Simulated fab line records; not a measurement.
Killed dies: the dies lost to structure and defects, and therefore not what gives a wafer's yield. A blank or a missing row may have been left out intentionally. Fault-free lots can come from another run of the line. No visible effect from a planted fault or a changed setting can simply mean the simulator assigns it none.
A struck lot beside a sound one + flow gf180mcu + 16 out of 602 route steps
Sound: wafers L872.1, L872.4, L872.5. Struck: wafer L887.6 (L887.1, L887.4, from the same lot, were not struck and are left out); the cause is given at the end.
Per side, at each step with rows, come the tool, then ch with its chambers, and then its first start. Under that, the readings that differ: sound wafers + struck wafers + difference of the means + sigmas: that difference in standard deviations of wafers without a fault.
alike: a reading whose means differ by less than 2 such deviations, as well as words and numbers matching on both sides. not compared: withheld readings; readings where some wafer has no value; bounds like >300 that might hide an equal value; numbers whose values overlap and for which the record gives no deviation.
Wherever a step has rows on one side only, a row that says differs or no value, or a row with sigmas, the two part there. Numbers that have no deviation but don't overlap get no sigmas and don't part them. A reading missing from all wafers of one side parts the sides only when that side holds two or more wafers.

GF_STI_THK_MEAS_02:
  sound on film metro-04 at day 1 16:31; struck on film metro-02 at day 4 19:31
  alike: STI_OXIDATION_THK
then, 1 step without rows for these wafers: GF_STI_CVD_03 (deposits Si3N4 from DCS/NH3, target thk 207.16 nm, time 3504 s).
GF_STI_THK_MEAS_04:
  sound on film metro-03 at day 1 18:34; struck on film metro-02 at day 4 22:33
| reading             | sound             | struck | difference | sigmas |
|---------------------|-------------------|--------|------------|--------|
| STI_CVD_03_THK (nm) | 199.8 197.8 199.7 | 205.2  | +6.1       | +4     |
then, 7 steps without rows for these wafers: GF_STI_DEHYDRATE_05 (time 60 s); GF_STI_HMDS_06 (prime time 60 s); GF_STI_COAT_07 (resist thk 700 nm); GF_STI_SOFTBAKE_08 (time 60 s); GF_STI_EXPOSE_09 (exposes mask COMP, target cd 220 nm); GF_STI_PEB_10 (peb time 90 s); GF_STI_DEVELOP_11 (develop time 60 s).
GF_STI_CD_MEAS_12: target cd 220 nm.
  sound on cd sem-02 at day 2 06:28; struck on cd sem-02 at day 5 12:34
  alike: cd nm
GF_STI_ETCH_13: etches the open film in CHF3/O2, stops on Si, target depth 282.31 nm, time 112.9 s.
  sound on rie diel-04 ch 0,1,3, day 2 06:35; struck on rie diel-02 ch 0, day 5 12:41
| reading                     | sound       | struck | difference | sigmas |
|-----------------------------|-------------|--------|------------|--------|
| drypump motor current A (A) | 6.0 5.6 5.9 | 5.0    | -0.8       | -2     |
  alike: bias w, oes product au, run length s, throttle valve pct
  not compared: rf hours counter h
GF_STI_ETCH_14: etches Si in HBr/Cl2/O2, target depth 360 nm, time 102.9 s.
  sound on rie si-02 ch 1,3, day 2 06:40; struck on rie si-01 ch 0, day 5 12:46
| reading                              | sound                | struck | difference | sigmas      |
|--------------------------------------|----------------------|--------|------------|-------------|
| run length s (s)                     | 131.7 131.3 131.4    | 98.6   | -32.9      | -99 or more |
| throttle valve pct (%)               | 25.649 25.653 25.642 | 25.680 | +0.032     | +3          |
| model.etch.depth nm (nm)             | 360.5 356.1 364.4    | 236.3  | -124.0     |             |
| model.STI.feature depth nm (nm)      | 360.5 356.1 364.4    | 236.3  | -124.0     |             |
| model.KrF_of_STI_COAT_07.thk nm (nm) | 316 321 318.6        | 353    | +34        |             |
  alike: HBr_flow_sccm, drypump motor current A, he backside leak sccm, oes product au
  not compared: bias w, rf hours counter h
GF_STI_STRIP_15: strips in O2/N2.
  sound on plasma asher-01 ch 0,1, day 2 06:45; struck on plasma asher-04 ch 0, day 5 12:50
| reading                      | sound             | struck | difference | sigmas |
|------------------------------|-------------------|--------|------------|--------|
| drypump motor current A (A)  | 5.88 5.54 5.55    | 6.25   | +0.59      | +2     |
| oes product au (a.u.)        | 0.388 0.380 0.381 | 0.397  | +0.014     | +3     |
| strip time to endpoint s (s) | 3.69 3.75 3.72    | 4.07   | +0.35      | +7     |
  alike: heater power w, o2 flow sccm
  not compared: rf hours counter h
then, 1 step without rows for these wafers: GF_STI_CLEAN_16 (cleans in dHF, time 25 s).
-- the record jumps here: 28 days lie between the struck wafers' starts before and after (it left off in module STI and takes up again in module PASSIVATION, whose first step shown is number 602 of the route) --
GF_PASSIVATION_PROBE_99:
  sound on prober-01 at day 29 04:49; struck on prober-01 at day 33 19:41
| reading                                 | sound                         | struck    | difference | sigmas |
|-----------------------------------------|-------------------------------|-----------|------------|--------|
| model.etest.pwell in dnwell.line ohm um | 3991 4054 4122                | 3201      | -855       |        |
| model.etest.ldpmos_10p0.r on ohm um     | 1.125e+04 1.116e+04 1.128e+04 | 1.064e+04 | -5.900e+02 |        |
| model.etest.p drift.rs ohm sq           | 2466 2424 2492                | 1921      | -540       |        |
| model.etest.pwell in dnwell.rs ohm sq   | 2423 2393 2461                | 1888      | -538       |        |
| model.etest.ldnmos_10p0.r on ohm um     | 3781 3750 3761                | 3287      | -477       |        |
| model.etest.n drift.rs ohm sq           | 1185 1168 1206                | 899.6     | -286.7     |        |
| model.etest.nwell.line ohm um           | 1135 1144 1149                | 939.9     | -202.8     |        |
| model.etest.nwell.rs ohm sq             | 985.4 973.9 998.4             | 821.4     | -164.5     |        |

## WHERE THEY PART
Earliest at GF_STI_THK_MEAS_04; latest, in this record, at GF_STI_STRIP_15.

WHY: what had been put in by the simulator
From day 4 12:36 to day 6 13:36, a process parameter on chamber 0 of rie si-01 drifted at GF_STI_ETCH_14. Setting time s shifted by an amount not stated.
